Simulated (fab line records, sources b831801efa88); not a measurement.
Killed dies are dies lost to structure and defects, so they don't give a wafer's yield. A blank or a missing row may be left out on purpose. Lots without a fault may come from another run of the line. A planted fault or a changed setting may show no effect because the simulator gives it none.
fab line records -- flow sky130
[record] lots = 5, wafers = 15, last-day = 50
route steps=708 shown LDD_P@259 LDD_HVN@267 LDD_HVP@278 LDD_LDN@289 PAD_OPEN@708
lots with no fault: from the same line, run without faults
start-h: the number of hours between the record's first day and the start of the first shown wafer of the lot -- wait-h: time in hours since the lot's previous step -- " unchanged from the row above -- L1.1+2: a single row standing in for several wafers -- - no value, or no start was given -- * or withheld: withheld -- < > ~ a bound
route shown NAME@n: NAME is a module with steps in the file, n the number in the route of the first one -- usual: the fault-free wafers' mean and standard deviation -- same: alike in all rows -- chamber/n: place in a boat -- sites: the reading at each site -- _std_site: standard deviation of those values -- _edge_site: mean of outer sites minus mean of inner sites -- radius-mm: how far each site lies from the wafer's centre -- mask NAME#n: copy n -- behind: the most recent tool/chamber to have shaped the wafer -- hold: cause of the lot's hold/its duration in hours/its outcome -- device: whichever transistor did not switch (one of n, p or np) -- end of line: the tests these same wafers got at the end of their route -- for a step that has no rows: nothing shown but its recipe -- killed: not the wafer's yield, but the dies lost to structure and defects at the first sort -- map: dies across one wafer; x = killed, . = not, _ = none there
set.NAME: the setting that was run; set.NAME@STEP: the one run at that earlier step -- model.NAME: the simulator's own value behind a step, which no gauge read
certain route steps with their lots: each step a table, each wafer a row
services: the hour from which a tool's chamber was out of use, counted from the record's first day as start-h (under 0 if before that day), plus the number of hours and why
[[steps]]
[step SKY_LDD_P_EXPOSE_04]
[recipe] mask-id = PSDM, na = 0.6, source-shape = conventional, sigma-outer = 0.6, polarization = unpolarized, target-cd-nm = 380, dose-mj = 138
[step SKY_LDD_P_PEB_05]
[recipe] temp-c = withheld, time-s = *, resist = NOVOLAK
[step SKY_LDD_P_DEVELOP_06]
[recipe] resist = NOVOLAK, developer = TMAH, develop-time-s = 60, dev-temp-c = 23
[step SKY_LDD_P_CD_MEAS_07]
[recipe] target-cd-nm = 380
[usual] cd-nm = 380.2/2.5
lot.wafer,tool,chamber,start-h,wait-h,cd-nm
L415.2,cd-sem-01,-,516.05,0.1,375.7
L415.3,cd-sem-01,-,516.05,0.1,377.2
L415.5,cd-sem-01,-,516.05,0.1,379.5
L418.1,cd-sem-01,-,553.23,0.1,379.7
L418.3,cd-sem-01,-,553.23,0.1,381.3
L418.4,cd-sem-01,-,553.23,0.1,380.0
L422.1,cd-sem-02,-,575.01,0.1,378.1
L422.3,cd-sem-02,-,575.01,0.1,375.9
L422.6,cd-sem-02,-,575.01,0.1,374.5
L424.3,cd-sem-02,-,581.56,0.1,383.0
L424.5,cd-sem-02,-,581.56,0.1,380.8
L424.6,cd-sem-02,-,581.56,0.1,381.8
L428.2,cd-sem-01,-,619.74,0.1,380.1
L428.3,cd-sem-01,-,619.74,0.1,381.3
L428.4,cd-sem-01,-,619.74,0.1,381.6
[step SKY_LDD_P_OVL_MEAS_08]
[usual] LDD_P_OVL = 0.1/1.3
lot.wafer,tool,chamber,start-h,wait-h,LDD_P_OVL[nm]
L415.2,overlay-01,-,516.15,0.1,-1.6
L415.3,overlay-01,-,516.15,0.1,-0.1
L415.5,overlay-01,-,516.15,0.1,-1.3
L418.1,overlay-02,-,553.35,0.1,0.7
L418.3,overlay-02,-,553.35,0.1,-1.3
L418.4,overlay-02,-,553.35,0.1,0.0
L422.1,overlay-01,-,575.13,0.1,0.3
L422.3,overlay-01,-,575.13,0.1,0.6
L422.6,overlay-01,-,575.13,0.1,-0.6
L424.3,overlay-02,-,581.71,0.1,-1.4
L424.5,overlay-02,-,581.71,0.1,-1.5
L424.6,overlay-02,-,581.71,0.1,-0.9
L428.2,overlay-01,-,619.85,0.1,-0.3
L428.3,overlay-01,-,619.85,0.1,-1.2
L428.4,overlay-01,-,619.85,0.1,-0.3
[step SKY_LDD_P_IMPLANT_09]
[recipe] species = BF2, energy-kev = 25, dose-cm2 = 1e+13, tilt-deg = withheld
[step SKY_LDD_P_STRIP_10]
[recipe] chemistry = O2/N2, power-w = 1400, pressure-mtorr = 1500, platen-temp-c = withheld, o2-flow-sccm = 3000, n2-flow-sccm = 300, overash-fraction = 0.5
[usual] drypump-motor-current-A = 5.8/0.34, oes-product-au = 0.715/0.0044, strip-time-to-endpoint-s = 14.19/0.037
lot.wafer,tool,chamber,start-h,wait-h,drypump-motor-current-A,oes-product-au,rf-hours-counter-h,strip-time-to-endpoint-s
L415.2,plasma-asher-01,1,516.33,0.1,5.9,0.714,83,14.21
L415.3,plasma-asher-01,1,516.33,0.1,5.9,0.712,-,14.15
L415.5,plasma-asher-01,1,516.33,0.1,6.0,0.714,-,14.20
L418.1,plasma-asher-02,0,553.53,0.1,5.8,0.715,43,14.26
L418.3,plasma-asher-02,1,553.53,0.1,5.6,0.713,-,14.19
L418.4,plasma-asher-02,0,553.53,0.1,5.8,0.712,-,14.17
L422.1,plasma-asher-01,0,575.31,0.1,6.4,0.717,89,14.23
L422.3,plasma-asher-01,0,575.31,0.1,6.4,0.714,-,14.22
L422.6,plasma-asher-01,0,575.31,0.1,6.4,0.713,-,14.24
L424.3,plasma-asher-02,0,581.92,0.1,5.9,0.717,-,14.16
L424.5,plasma-asher-02,1,581.92,0.1,5.6,0.719,-,14.15
L424.6,plasma-asher-02,0,581.92,0.1,5.9,0.716,-,14.14
L428.2,plasma-asher-01,1,620.03,0.1,5.9,0.711,94,14.20
L428.3,plasma-asher-01,1,620.03,0.1,5.9,0.711,-,14.17
L428.4,plasma-asher-01,0,620.03,0.1,6.4,0.724,-,14.22
[step SKY_LDD_P_TW_MEAS_11]
[usual] LDD_P_TW = 639.4/2.9
lot.wafer,tool,chamber,start-h,wait-h,LDD_P_TW
L415.2,film-metro-03,-,516.44,0.1,641.9
L415.3,film-metro-03,-,516.44,0.1,644.3
L415.5,film-metro-03,-,516.44,0.1,640.9
L418.1,film-metro-04,-,553.63,0.1,637.4
L418.3,film-metro-04,-,553.63,0.1,641.2
L418.4,film-metro-04,-,553.63,0.1,641.5
L422.1,film-metro-04,-,575.41,0.1,640.7
L422.3,film-metro-04,-,575.41,0.1,641.2
L422.6,film-metro-04,-,575.41,0.1,642.2
L424.3,film-metro-04,-,582.01,0.1,641.3
L424.5,film-metro-04,-,582.01,0.1,641.2
L424.6,film-metro-04,-,582.01,0.1,642.6
L428.2,film-metro-04,-,620.14,0.1,638.1
L428.3,film-metro-04,-,620.14,0.1,635.9
L428.4,film-metro-04,-,620.14,0.1,637.7
[step SKY_LDD_HVN_DEHYDRATE_00]
[recipe] temp-c = 200, time-s = 60
[step SKY_LDD_HVN_HMDS_01]
[recipe] prime-time-s = 60, prime-temp-c = 120
[step SKY_LDD_HVN_COAT_02]
[recipe] resist = NOVOLAK, spin-rpm = 3000, resist-thk-nm = 300
[step SKY_LDD_HVN_SOFTBAKE_03]
[recipe] temp-c = 90, time-s = 60, resist = NOVOLAK
[step SKY_LDD_HVN_EXPOSE_04]
[recipe] mask-id = HVNTM, na = 0.6, source-shape = conventional, sigma-outer = 0.6, polarization = unpolarized, target-cd-nm = 700, dose-mj = 127
lot.wafer,tool,chamber,start-h,wait-h,mask
L415.2+3+5,iline-stepper-02,0,530.84,-,HVNTM#0
L418.1+3+4,iline-stepper-01,0,568.13,-,HVPTM#0
L422.1+3+6,iline-stepper-01,0,589.98,-,HVNTM#0
L424.3+5+6,iline-stepper-01,0,595.67,-,HVNTM#0
L428.2+3+4,iline-stepper-02,0,635.01,-,HVNTM#0
[step SKY_LDD_HVN_PEB_05]
[recipe] temp-c = withheld, time-s = *, resist = NOVOLAK
[step SKY_LDD_HVN_DEVELOP_06]
[recipe] resist = NOVOLAK, developer = TMAH, develop-time-s = 60, dev-temp-c = 23
[step SKY_LDD_HVN_OVL_MEAS_07]
[usual] LDD_HVN_OVL = -0.1/1.5
lot.wafer,tool,chamber,start-h,wait-h,LDD_HVN_OVL[nm]
L415.2,overlay-01,-,546.83,0.1,1.1
L415.3,overlay-01,-,546.83,0.1,0.1
L415.5,overlay-01,-,546.83,0.1,-0.2
L418.1,overlay-01,-,583.53,0.1,-
L418.3,overlay-01,-,583.53,0.1,-
L418.4,overlay-01,-,583.53,0.1,-
L422.1,overlay-01,-,605.22,0.1,0.2
L422.3,overlay-01,-,605.22,0.1,2.2
L422.6,overlay-01,-,605.22,0.1,0.5
L424.3,overlay-02,-,611.93,0.1,-1.7
L424.5,overlay-02,-,611.93,0.1,0.0
L424.6,overlay-02,-,611.93,0.1,0.5
L428.2,overlay-01,-,649.37,0.1,1.6
L428.3,overlay-01,-,649.37,0.1,2.0
L428.4,overlay-01,-,649.37,0.1,1.5
[step SKY_LDD_HVN_IMPLANT_08]
[recipe] species = P, energy-kev = 60, dose-cm2 = 3e+13, tilt-deg = 40
[step SKY_LDD_HVN_STRIP_09]
[recipe] chemistry = O2/N2, power-w = 1400, pressure-mtorr = 1500, platen-temp-c = withheld, o2-flow-sccm = 3000, n2-flow-sccm = 300, overash-fraction = 0.5
[usual] drypump-motor-current-A = 5.9/0.36, oes-product-au = 0.409/0.0047, strip-time-to-endpoint-s = 4.133/0.013
lot.wafer,tool,chamber,start-h,wait-h,drypump-motor-current-A,oes-product-au,rf-hours-counter-h,strip-time-to-endpoint-s
L415.2,plasma-asher-03,0,547.01,0.1,6.4,0.406,12,4.135
L415.3,plasma-asher-03,0,547.01,0.1,6.4,0.413,-,4.136
L415.5,plasma-asher-03,1,547.01,0.1,6.0,0.407,-,4.143
L418.1,plasma-asher-02,1,583.71,0.1,5.6,0.400,47,4.124
L418.3,plasma-asher-02,1,583.71,0.1,5.6,0.409,-,4.126
L418.4,plasma-asher-02,0,583.71,0.1,5.8,0.406,-,4.141
L422.1,plasma-asher-04,0,605.41,0.1,5.3,0.414,76,4.136
L422.3,plasma-asher-04,0,605.41,0.1,5.3,0.405,-,4.147
L422.6,plasma-asher-04,0,605.41,0.1,5.3,0.411,-,4.151
L424.3,plasma-asher-03,0,612.13,0.1,6.4,0.405,-,4.137
L424.5,plasma-asher-03,1,612.13,0.1,6.0,0.401,-,4.128
L424.6,plasma-asher-03,0,612.13,0.1,6.4,0.414,-,4.142
L428.2,plasma-asher-04,1,649.55,0.1,5.9,0.403,81,4.123
L428.3,plasma-asher-04,1,649.55,0.1,5.8,0.404,-,4.117
L428.4,plasma-asher-04,0,649.55,0.1,5.3,0.408,-,4.140
[step SKY_LDD_HVN_TW_MEAS_10]
[usual] LDD_HVN_TW = 1442/7.3
lot.wafer,tool,chamber,start-h,wait-h,LDD_HVN_TW
L415.2,film-metro-01,-,547.12,0.1,1444
L415.3,film-metro-01,-,547.12,0.1,1445
L415.5,film-metro-01,-,547.12,0.1,1445
L418.1,film-metro-04,-,583.81,0.1,30
L418.3,film-metro-04,-,583.81,0.1,30
L418.4,film-metro-04,-,583.81,0.1,30
L422.1,film-metro-04,-,605.51,0.1,1444
L422.3,film-metro-04,-,605.51,0.1,1444
L422.6,film-metro-04,-,605.51,0.1,1456
L424.3,film-metro-04,-,612.22,0.1,1443
L424.5,film-metro-04,-,612.22,0.1,1450
L424.6,film-metro-04,-,612.22,0.1,1445
L428.2,film-metro-02,-,649.66,0.1,1430
L428.3,film-metro-02,-,649.66,0.1,1437
L428.4,film-metro-02,-,649.66,0.1,1426
[step SKY_LDD_HVP_DEHYDRATE_00]
[recipe] temp-c = 200, time-s = 60
[step SKY_LDD_HVP_HMDS_01]
[recipe] prime-time-s = 60, prime-temp-c = 120
[step SKY_LDD_HVP_COAT_02]
[recipe] resist = NOVOLAK, spin-rpm = 3000, resist-thk-nm = 300
[step SKY_LDD_HVP_SOFTBAKE_03]
[recipe] temp-c = 90, time-s = 60, resist = NOVOLAK
[step SKY_LDD_HVP_EXPOSE_04]
[recipe] mask-id = HVPTM, na = 0.6, source-shape = conventional, sigma-outer = 0.6, polarization = unpolarized, target-cd-nm = 700, dose-mj = 86
[step SKY_LDD_HVP_PEB_05]
[recipe] temp-c = withheld, time-s = *, resist = NOVOLAK
[step SKY_LDD_HVP_DEVELOP_06]
[recipe] resist = NOVOLAK, developer = TMAH, develop-time-s = 60, dev-temp-c = 23
[step SKY_LDD_HVP_OVL_MEAS_07]
[usual] LDD_HVP_OVL = 0.1/1.5
lot.wafer,tool,chamber,start-h,wait-h,LDD_HVP_OVL[nm]
L415.2,overlay-02,-,576.38,0.1,0.7
L415.3,overlay-02,-,576.38,0.1,-0.1
L415.5,overlay-02,-,576.38,0.1,-1.9
L418.1,overlay-02,-,612.96,0.1,-0.1
L418.3,overlay-02,-,612.96,0.1,1.3
L418.4,overlay-02,-,612.96,0.1,-0.8
L422.1,overlay-01,-,635.81,0.1,1.0
L422.3,overlay-01,-,635.81,0.1,-0.9
L422.6,overlay-01,-,635.81,0.1,1.8
L424.3,overlay-02,-,642.37,0.1,-0.9
L424.5,overlay-02,-,642.37,0.1,-1.6
L424.6,overlay-02,-,642.37,0.1,-4.1
L428.2,overlay-01,-,679.08,0.1,-1.0
L428.3,overlay-01,-,679.08,0.1,0.6
L428.4,overlay-01,-,679.08,0.1,-0.1
[step SKY_LDD_HVP_IMPLANT_08]
[recipe] species = B, energy-kev = 20, dose-cm2 = 1.7e+13, tilt-deg = 17.9
[step SKY_LDD_HVP_STRIP_09]
[recipe] chemistry = O2/N2, power-w = 1400, pressure-mtorr = 1500, platen-temp-c = withheld, o2-flow-sccm = 3000, n2-flow-sccm = 300, overash-fraction = 0.5
[usual] drypump-motor-current-A = 5.9/0.41, oes-product-au = 0.409/0.0049, strip-time-to-endpoint-s = 4.139/0.014
lot.wafer,tool,chamber,start-h,wait-h,drypump-motor-current-A,oes-product-au,rf-hours-counter-h,strip-time-to-endpoint-s
L415.2,plasma-asher-01,1,576.56,0.1,5.9,0.397,89,4.133
L415.3,plasma-asher-01,0,576.56,0.1,6.4,0.389,-,4.140
L415.5,plasma-asher-01,0,576.56,0.1,6.4,0.408,-,4.135
L418.1,plasma-asher-04,1,613.14,0.1,5.8,0.403,77,4.133
L418.3,plasma-asher-04,0,613.14,0.1,5.3,0.407,-,4.146
L418.4,plasma-asher-04,1,613.14,0.1,5.8,0.415,-,4.149
L422.1,plasma-asher-04,0,636.00,0.1,5.2,0.413,79,4.147
L422.3,plasma-asher-04,0,636.00,0.1,5.3,0.408,-,4.142
L422.6,plasma-asher-04,1,636.00,0.1,5.9,0.412,-,4.155
L424.3,plasma-asher-01,0,642.58,0.1,6.4,0.404,-,4.134
L424.5,plasma-asher-01,1,642.58,0.1,5.9,0.405,-,4.155
L424.6,plasma-asher-01,0,642.58,0.1,6.4,0.414,-,4.148
L428.2,plasma-asher-04,0,679.26,0.1,5.2,0.417,83,4.168
L428.3,plasma-asher-04,1,679.26,0.1,5.8,0.405,-,4.150
L428.4,plasma-asher-04,0,679.26,0.1,5.3,0.414,-,4.161
[step SKY_LDD_HVP_TW_MEAS_10]
[usual] LDD_HVP_TW = 458.3/2.7
lot.wafer,tool,chamber,start-h,wait-h,LDD_HVP_TW
L415.2,film-metro-03,-,576.67,0.1,459.9
L415.3,film-metro-03,-,576.67,0.1,458.8
L415.5,film-metro-03,-,576.67,0.1,458.1
L418.1,film-metro-02,-,613.24,0.1,1448.5
L418.3,film-metro-02,-,613.24,0.1,1448.9
L418.4,film-metro-02,-,613.24,0.1,1447.5
L422.1,film-metro-03,-,636.10,0.1,459.2
L422.3,film-metro-03,-,636.10,0.1,457.6
L422.6,film-metro-03,-,636.10,0.1,457.8
L424.3,film-metro-03,-,642.66,0.1,459.3
L424.5,film-metro-03,-,642.66,0.1,457.4
L424.6,film-metro-03,-,642.66,0.1,459.4
L428.2,film-metro-02,-,679.37,0.1,451.7
L428.3,film-metro-02,-,679.37,0.1,453.8
L428.4,film-metro-02,-,679.37,0.1,454.2
[step SKY_LDD_LDN_DEHYDRATE_00]
[recipe] temp-c = 200, time-s = 60
[step SKY_PAD_OPEN_PROBE_99]
[usual] killed_at_M0_to_M3 = 44/7.1, killed_at_M4_up = 3.3/1.8, killed-at-contacts = 24/5.1, killed-at-front-end = 16/4.7, killed-at-other = 0.3/0.52, killed-dies = 87/9.7, killed-on-rim = 17/3.8, killed-open = 47/6.8, killed-short = 39/6.7
[same] gross-dies = 492, killed-at-back-side = 0
lot.wafer,tool,chamber,start-h,wait-h,killed_at_M0_to_M3,killed_at_M4_up,killed-at-contacts,killed-at-front-end,killed-at-other,killed-dies,killed-on-rim,killed-open,killed-short,model.etest.pfet-g5v0d10v5.r-on-ohm-um,model.etest.pfet_16v.r-on-ohm-um,model.etest.nfet-g5v0d10v5.r-on-ohm-um,model.etest.pfet-g5v0d10v5.drive-ua-um,model.etest.nfet-g5v0d10v5.drive-ua-um,model.etest.nfet_05v0_nvt.drive-ua-um,model.etest.pfet_16v.drive-ua-um,model.etest.ring_5v.delay-ps
L415.2,prober-01,-,1132.46,0.1,42,1,28,16,1,88,20,56,32,4808,1.51e+04,1887,333.9,598.3,572.9,239.9,44.8
L415.3,prober-01,-,1132.51,0.2,39,2,28,16,0,85,13,46,39,4758,1.548e+04,1864,336.9,604,577.6,237.6,44.81
L415.5,prober-01,-,1132.61,0.2,39,9,25,15,0,88,13,52,36,4724,1.53e+04,1850,344,617.5,582.5,241.2,44.1
L418.1,prober-01,-,1153.17,0.1,62,3,17,410,0,492,96,50,47,6310,1.598e+04,2229,249.6,516.8,541.4,229.2,57.63
L418.3,prober-01,-,1153.27,0.2,50,2,21,419,0,492,96,49,35,6302,1.557e+04,2217,252,519.8,545.2,229.5,57.08
L418.4,prober-01,-,1153.32,0.2,41,5,21,425,0,492,96,48,30,6301,1.567e+04,2222,249.2,519.1,538,229,57.45
L422.1,prober-01,-,1171.47,0.1,46,5,25,14,0,90,13,55,35,4792,1.526e+04,1895,342.1,604.7,574.3,251.9,44.77
L422.3,prober-01,-,1171.57,0.2,45,3,31,12,1,92,17,51,41,4709,1.574e+04,1888,342.2,602.8,574.3,246.1,44.78
L422.6,prober-01,-,1171.72,0.2,52,8,14,10,0,84,15,42,42,4813,1.585e+04,1894,334.6,602.2,569,241.9,44.9
L424.3,prober-02,-,1172.57,0.2,39,3,32,14,0,88,12,45,43,4823,1.488e+04,1887,338,604,569,241.7,44.67
L424.5,prober-02,-,1172.67,0.2,33,2,15,14,0,64,17,42,22,4722,1.488e+04,1863,339,609.1,580.2,246.7,44.94
L424.6,prober-02,-,1172.72,0.2,43,2,21,14,0,80,24,41,39,4809,1.519e+04,1897,335.4,600.7,570.2,238.6,45.1
L428.2,prober-02,-,1192.22,0.1,40,1,38,17,1,97,17,57,39,4758,1.561e+04,1852,344.1,617.5,588.4,241.2,44.12
L428.3,prober-02,-,1192.27,0.2,43,1,28,11,1,84,16,41,42,4788,1.552e+04,1854,341.6,614.8,584.1,239.9,44.4
L428.4,prober-02,-,1192.32,0.2,31,1,25,13,2,72,13,44,26,4748,1.493e+04,1870,338,604.9,573.5,244.6,44.98
// killed by level:class
L415.2 VIA1:geometric-particle:open=11 CONTACT:geometric-particle:open=10 VIA2:geometric-particle:open=9 VIA3:geometric-particle:open=9 LI_CONTACT:geometric-particle:open=8 POLY_GATE:geometric-particle:open=5 LOCAL_INTERCONNECT:geometric-particle:short=5 CONTACT:geometric-particle:short=5
L415.3 VIA1:geometric-particle:open=11 LOCAL_INTERCONNECT:geometric-particle:short=8 CONTACT:geometric-particle:open=7 LI_CONTACT:geometric-particle:open=6 POLY_GATE:geometric-particle:open=5 CONTACT:geometric-particle:short=5 VIA3:geometric-particle:open=5 VIA1:geometric-particle:short=4
L415.5 VIA1:geometric-particle:open=11 VIA3:geometric-particle:open=9 VIA2:geometric-particle:open=8 CONTACT:geometric-particle:short=7 LI_CONTACT:geometric-particle:open=6 CONTACT:geometric-particle:open=6 METAL4:geometric-particle:short=5 POLY_GATE:geometric-particle:open=4
L418.1 LDD_HVN:area-expose=394 VIA1:geometric-particle:open=15 METAL1:geometric-particle:short=9 VIA2:geometric-particle:open=7 VIA1:geometric-particle:short=6 VIA3:geometric-particle:open=6 LI_CONTACT:geometric-particle:open=5 VIA3:geometric-particle:short=5
L418.3 LDD_HVN:area-expose=408 VIA1:geometric-particle:open=16 VIA2:geometric-particle:open=9 LI_CONTACT:geometric-particle:open=6 VIA1:geometric-particle:short=6 LOCAL_INTERCONNECT:geometric-particle:short=5 CONTACT:geometric-particle:open=5 METAL2:geometric-particle:short=5
L418.4 LDD_HVN:area-expose=414 VIA1:geometric-particle:open=14 CONTACT:geometric-particle:open=7 VIA3:geometric-particle:open=6 CONTACT:geometric-particle:short=6 VIA3:geometric-particle:short=6 VIA1:geometric-particle:short=5 LI_CONTACT:geometric-particle:open=3
L422.1 LI_CONTACT:geometric-particle:open=11 VIA1:geometric-particle:open=10 VIA2:geometric-particle:open=9 CONTACT:geometric-particle:open=7 POLY_GATE:geometric-particle:open=5 LOCAL_INTERCONNECT:geometric-particle:short=5 METAL2:geometric-particle:short=5 VIA1:geometric-particle:short=5
L422.3 LI_CONTACT:geometric-particle:open=14 VIA1:geometric-particle:open=14 CONTACT:geometric-particle:open=8 CONTACT:geometric-particle:short=7 METAL1:geometric-particle:short=7 VIA3:geometric-particle:open=6 METAL2:geometric-particle:short=5 VIA3:geometric-particle:short=4
L422.6 VIA1:geometric-particle:open=9 METAL1:geometric-particle:short=7 VIA2:geometric-particle:open=7 LI_CONTACT:geometric-particle:open=6 VIA1:geometric-particle:short=6 VIA3:geometric-particle:open=5 FIELD_ISO:geometric-particle:short=4 METAL1:geometric-particle:open=4
L424.3 VIA1:geometric-particle:open=10 LI_CONTACT:geometric-particle:open=8 CONTACT:geometric-particle:short=8 LI_CONTACT:geometric-particle:short=7 CONTACT:geometric-particle:open=5 VIA1:geometric-particle:short=5 METAL2:geometric-particle:short=5 POLY_GATE:geometric-particle:short=4
L424.5 VIA1:geometric-particle:open=7 VIA3:geometric-particle:open=7 CONTACT:geometric-particle:open=6 VIA2:geometric-particle:open=6 FIELD_ISO:geometric-particle:open=4 LI_CONTACT:geometric-particle:open=4 FIELD_ISO:geometric-particle:short=3 POLY_GATE:geometric-particle:short=3
L424.6 VIA1:geometric-particle:open=10 VIA1:geometric-particle:short=9 VIA2:geometric-particle:open=9 CONTACT:geometric-particle:open=7 LOCAL_INTERCONNECT:geometric-particle:short=5 FIELD_ISO:geometric-particle:short=4 CONTACT:geometric-particle:short=4 VIA3:geometric-particle:open=4
L428.2 CONTACT:geometric-particle:open=15 VIA3:geometric-particle:open=9 LI_CONTACT:geometric-particle:open=8 VIA1:geometric-particle:open=8 LOCAL_INTERCONNECT:geometric-particle:short=6 FIELD_ISO:geometric-particle:short=5 POLY_GATE:geometric-particle:short=5 CONTACT:geometric-particle:short=5
L428.3 CONTACT:geometric-particle:open=11 METAL3:geometric-particle:short=8 VIA1:geometric-particle:open=8 METAL2:geometric-particle:short=7 LI_CONTACT:geometric-particle:open=6 FIELD_ISO:geometric-particle:open=4 LI_CONTACT:geometric-particle:short=4 LOCAL_INTERCONNECT:geometric-particle:short=4
L428.4 CONTACT:geometric-particle:open=11 VIA1:geometric-particle:open=8 VIA2:geometric-particle:open=7 FIELD_ISO:geometric-particle:open=6 LOCAL_INTERCONNECT:geometric-particle:short=5 VIA3:geometric-particle:open=5 LI_CONTACT:geometric-particle:open=4 CONTACT:geometric-particle:short=4
// map L418.1 (x killed, . not)
__________xxxxxxxxxx_________
________xxxxxxxxxxxxxx_______
______xxxxxxxxxxxxxxxxxx_____
_____xxxxxxxxxxxxxxxxxxxx____
____xxxxxxxxxxxxxxxxxxxxxx___
___xxxxxxxxxxxxxxxxxxxxxxxx__
__xxxxxxxxxxxxxxxxxxxxxxxxxx_
_xxxxxxxxxxxxxxxxxxxxxxxxxxxx
_xxxxxxxxxxxxxxxxxxxxxxxxxxxx
_xxxxxxxxxxxxxxxxxxxxxxxxxxxx
_xxxxxxxxxxxxxxxxxxxxxxxxxxxx
_xxxxxxxxxxxxxxxxxxxxxxxxxxxx
_xxxxxxxxxxxxxxxxxxxxxxxxxxxx
_xxxxxxxxxxxxxxxxxxxxxxxxxxxx
_xxxxxxxxxxxxxxxxxxxxxxxxxxxx
__xxxxxxxxxxxxxxxxxxxxxxxxxx_
___xxxxxxxxxxxxxxxxxxxxxxxx__
____xxxxxxxxxxxxxxxxxxxxxx___
_____xxxxxxxxxxxxxxxxxxxx____
______xxxxxxxxxxxxxxxxxx_____
________xxxxxxxxxxxxxx_______
__________xxxxxxxxxx_________
// map L422.3 (x killed, . not)
__________...x...x.._________
________....x....xx..._______
______....x.x.x........._____
_____...x..x......xx.x...____
____....x.x.x.x...xxxx.x.x___
___...x....x......x..x.....__
__x......x....x....x...x.x.x_
_.x..........x....x...x...x..
_..x..x.............x...x....
_...x......x.x......x...x....
_x.....x..........x....xx....
_...x.................x..x...
_...........x....x...........
_x................x.........x
_x..x.....x..x.....xx........
__.....x..x..x....x........x_
___.........x..x....xxx....__
____xx.....x.x.......x....___
_____..x.x....x..x.......____
______..x........xx....._____
________............x._______
__________....x...x._________
[[services]]
tool,chamber,start-h,hours,kind
plasma-asher-01,-,498.80,8.8,repair
iline-stepper-01,-,522.50,1.7,pm
plasma-asher-01,-,530.86,14.6,pm
plasma-asher-03,-,535.53,1.2,repair
plasma-asher-04,-,550.75,0.4,repair
plasma-asher-03,-,552.25,15.6,pm
plasma-asher-04,-,564.62,14.6,pm
iline-stepper-02,-,581.40,1.7,pm
iline-stepper-02,-,588.17,3.9,repair
iline-stepper-01,0,589.10,-,calibration
plasma-asher-03,-,596.08,0.3,repair
plasma-asher-02,-,597.09,2.9,repair
iline-stepper-01,-,604.78,4.4,pm
iline-stepper-01,-,622.15,0.9,repair
iline-stepper-02,-,623.04,4.3,pm
plasma-asher-03,-,642.81,1.4,repair
plasma-asher-03,-,659.61,1.0,repair
plasma-asher-04,-,669.30,2.4,repair
iline-stepper-02,0,677.87,-,calibration
[[key]]
[first-sign] step = SKY_LDD_HVN_EXPOSE_04, reading = mask, direction = changed
[effect] step = SKY_LDD_HVN_OVL_MEAS_07, reading = LDD_HVN_OVL, direction = missing
[effect] step = SKY_LDD_HVN_TW_MEAS_10, reading = LDD_HVN_TW, direction = down, sigmas = 99+, usual = 1442, struck = 30
[effect] step = SKY_LDD_HVP_TW_MEAS_10, reading = LDD_HVP_TW, direction = up, sigmas = 99+, usual = 458.3, struck = 1448.3
[effect] step = SKY_PAD_OPEN_PROBE_99, reading = killed-at-front-end, direction = up, sigmas = 85, usual = 16, struck = 418
[model-effect] step = SKY_PAD_OPEN_PROBE_99, value = etest.pfet-g5v0d10v5.r-on-ohm-um, without = 4725, struck = 6304
[more-kills-born-at] SKY_LDD_HVN_EXPOSE_04@iline-stepper-01 = 1216
met-at SKY_LDD_HVN_EXPOSE_04
struck-wafers L418.1,L418.3,L418.4
tester-left-out L418
[fault] kind = wrong-mask, tool = any, chamber = -, onset-h = 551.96, steps = SKY_LDD_HVN_EXPOSE_04, aux-copy = HVPTM#0, scope = struck-lots-only
// tester-left-out: of these lots the tester's yield and bins aren't shown, on N5 and GAA mostly nor the transistor test; their killed dies are dies lost to structure and defects alone, not to doping, threshold or leakage, so they don't give the yield
